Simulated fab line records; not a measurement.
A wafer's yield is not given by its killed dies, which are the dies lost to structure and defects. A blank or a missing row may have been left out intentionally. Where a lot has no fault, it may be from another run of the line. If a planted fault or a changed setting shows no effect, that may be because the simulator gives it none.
Lot-split experiment / flow gf180mcu / on a route of 602 steps: 5 lots, 23 wafers read

## THE SPLIT ITSELF
At GF_PASSIVATION_STRIP_12 (strips in O2/N2), the setting powerW was moved away from the recipe's 1400 W on 7 of the 23 wafers read, by +8.2% to +11.2%. For the rest of the wafers, this setting stayed at what the recipe calls for.

Reading taken at the split's own step.

## THE READING
oesProductAu, in a.u., at GF_PASSIVATION_STRIP_12 (strips in O2/N2). Fault-free wafers of this fab line usually give 0.719 a.u., standard deviation 0.0042 a.u.

wafer=L074.3; tool, chamber at the split=plasmaAsher-04, 1; powerW as run, W=1400; against the recipe=recipe; oesProductAu, a.u.=0.716; against lot-mates on the recipe=-
wafer=L074.4; tool, chamber at the split=plasmaAsher-04, 0; powerW as run, W=1400; against the recipe=recipe; oesProductAu, a.u.=0.719; against lot-mates on the recipe=-
wafer=L074.5; tool, chamber at the split=plasmaAsher-04, 0; powerW as run, W=1400; against the recipe=recipe; oesProductAu, a.u.=0.727; against lot-mates on the recipe=-
wafer=L079.1; tool, chamber at the split=plasmaAsher-02, 1; powerW as run, W=1400; against the recipe=recipe; oesProductAu, a.u.=0.717; against lot-mates on the recipe=-
wafer=L079.3; tool, chamber at the split=plasmaAsher-02, 0; powerW as run, W=1557; against the recipe=+11.2%; oesProductAu, a.u.=0.765; against lot-mates on the recipe=+0.044
wafer=L079.4; tool, chamber at the split=plasmaAsher-02, 1; powerW as run, W=1400; against the recipe=recipe; oesProductAu, a.u.=0.726; against lot-mates on the recipe=-
wafer=L079.5; tool, chamber at the split=plasmaAsher-02, 0; powerW as run, W=1400; against the recipe=recipe; oesProductAu, a.u.=0.720; against lot-mates on the recipe=-
wafer=L079.6; tool, chamber at the split=plasmaAsher-02, 1; powerW as run, W=1557; against the recipe=+11.2%; oesProductAu, a.u.=0.756; against lot-mates on the recipe=+0.035
wafer=L080.1; tool, chamber at the split=plasmaAsher-04, 1; powerW as run, W=1400; against the recipe=recipe; oesProductAu, a.u.=0.712; against lot-mates on the recipe=-
wafer=L080.2; tool, chamber at the split=plasmaAsher-04, 0; powerW as run, W=1400; against the recipe=recipe; oesProductAu, a.u.=0.720; against lot-mates on the recipe=-
wafer=L080.3; tool, chamber at the split=plasmaAsher-04, 1; powerW as run, W=1400; against the recipe=recipe; oesProductAu, a.u.=0.716; against lot-mates on the recipe=-
wafer=L080.5; tool, chamber at the split=plasmaAsher-04, 1; powerW as run, W=1400; against the recipe=recipe; oesProductAu, a.u.=0.715; against lot-mates on the recipe=-
wafer=L080.6; tool, chamber at the split=plasmaAsher-04, 0; powerW as run, W=1400; against the recipe=recipe; oesProductAu, a.u.=0.718; against lot-mates on the recipe=-
wafer=L081.1; tool, chamber at the split=plasmaAsher-04, 1; powerW as run, W=1400; against the recipe=recipe; oesProductAu, a.u.=0.716; against lot-mates on the recipe=-
wafer=L081.3; tool, chamber at the split=plasmaAsher-04, 1; powerW as run, W=1400; against the recipe=recipe; oesProductAu, a.u.=0.724; against lot-mates on the recipe=-
wafer=L081.4; tool, chamber at the split=plasmaAsher-04, 0; powerW as run, W=1526; against the recipe=+9.0%; oesProductAu, a.u.=0.746; against lot-mates on the recipe=+0.024
wafer=L081.5; tool, chamber at the split=plasmaAsher-04, 0; powerW as run, W=1526; against the recipe=+9.0%; oesProductAu, a.u.=0.759; against lot-mates on the recipe=+0.037
wafer=L081.6; tool, chamber at the split=plasmaAsher-04, 1; powerW as run, W=1400; against the recipe=recipe; oesProductAu, a.u.=0.725; against lot-mates on the recipe=-
wafer=L082.2; tool, chamber at the split=plasmaAsher-04, 1; powerW as run, W=1400; against the recipe=recipe; oesProductAu, a.u.=0.721; against lot-mates on the recipe=-
wafer=L082.3; tool, chamber at the split=plasmaAsher-04, 1; powerW as run, W=1400; against the recipe=recipe; oesProductAu, a.u.=0.728; against lot-mates on the recipe=-
wafer=L082.4; tool, chamber at the split=plasmaAsher-04, 0; powerW as run, W=1515; against the recipe=+8.2%; oesProductAu, a.u.=0.748; against lot-mates on the recipe=+0.024
wafer=L082.5; tool, chamber at the split=plasmaAsher-04, 1; powerW as run, W=1515; against the recipe=+8.2%; oesProductAu, a.u.=0.755; against lot-mates on the recipe=+0.031
wafer=L082.6; tool, chamber at the split=plasmaAsher-04, 0; powerW as run, W=1515; against the recipe=+8.2%; oesProductAu, a.u.=0.750; against lot-mates on the recipe=+0.026

THE FIT
A straight line over all 23 wafers: oesProductAu changes by +0.00366 a.u. for each +1% of powerW; r = +0.96; the points scatter about the line by 0.0049 a.u.
The same after taking each lot's own level away (the mean of its wafers on the recipe; 23 wafers): +0.00341 a.u. for each +1%; r = +0.96; scatter 0.0042 a.u.
On that fit, the largest move of powerW shifts the reading by 0.038 a.u.
The lots' own levels span 0.7162 to 0.7245 a.u., that is 2.0 times the standard deviation above.
The two slopes agree, so the slope changes little with the lot-to-lot level.
Check: for one of the wafers moved furthest among these (+11.2%), held out of the fit, the line's prediction against its lot-mates is +0.0366 a.u. Against them it came out at +0.044 a.u.
Tool readings at the split's step, against how far the setting was moved: oesProductAu r = +0.96; stripTimeToEndpointS r = -0.95.

## OTHER SPLITS APPLIED TO THESE WAFERS
Note: prior to the reading, these wafers also went through further splits. Each is held against what the fit with the lots' levels taken away leaves over:
other split on the same wafers=GF_MIM_SPUTTER_08 chamberPressurePa; wafers away from the commonest value=18; r with oesProductAu (lot level and that fit taken away)=+0.08
other split on the same wafers=GF_MIM_METAL_ETCH_19 timeS; wafers away from the commonest value=6; r with oesProductAu (lot level and that fit taken away)=+0.02
other split on the same wafers=GF_M5_ETCH_09 sourceW; wafers away from the commonest value=10; r with oesProductAu (lot level and that fit taken away)=+0.29
other split on the same wafers=GF_V5_CMP_04 leaveAboveRefNm; wafers away from the commonest value=5; r with oesProductAu (lot level and that fit taken away)=-0.05
other split on the same wafers=GF_V5_SPUTTER_21 powerW; wafers away from the commonest value=8; r with oesProductAu (lot level and that fit taken away)=-0.17
other split on the same wafers=GF_TOP_METAL_SPUTTER_04 timeS; wafers away from the commonest value=7; r with oesProductAu (lot level and that fit taken away)=-0.12
other split on the same wafers=GF_PASSIVATION_COAT_06 spinRpm; wafers away from the commonest value=7; r with oesProductAu (lot level and that fit taken away)=-0.05

## THE WHOLE CHAIN: every reading that the file lists as answering this split, in the file's order
step=GF_PASSIVATION_STRIP_12; what it does=strips in O2/N2; reading=oesProductAu; change (the file's fit)=+0.00342 a.u. for each +1% of the setting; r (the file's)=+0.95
step=GF_PASSIVATION_STRIP_12; what it does=strips in O2/N2; reading=stripTimeToEndpointS; change (the file's fit)=withheld for each +1% of the setting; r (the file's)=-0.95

## FILE'S OWN FIT
oesProductAu changes by +0.00342 a.u. for each +1% of powerW, r = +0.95.
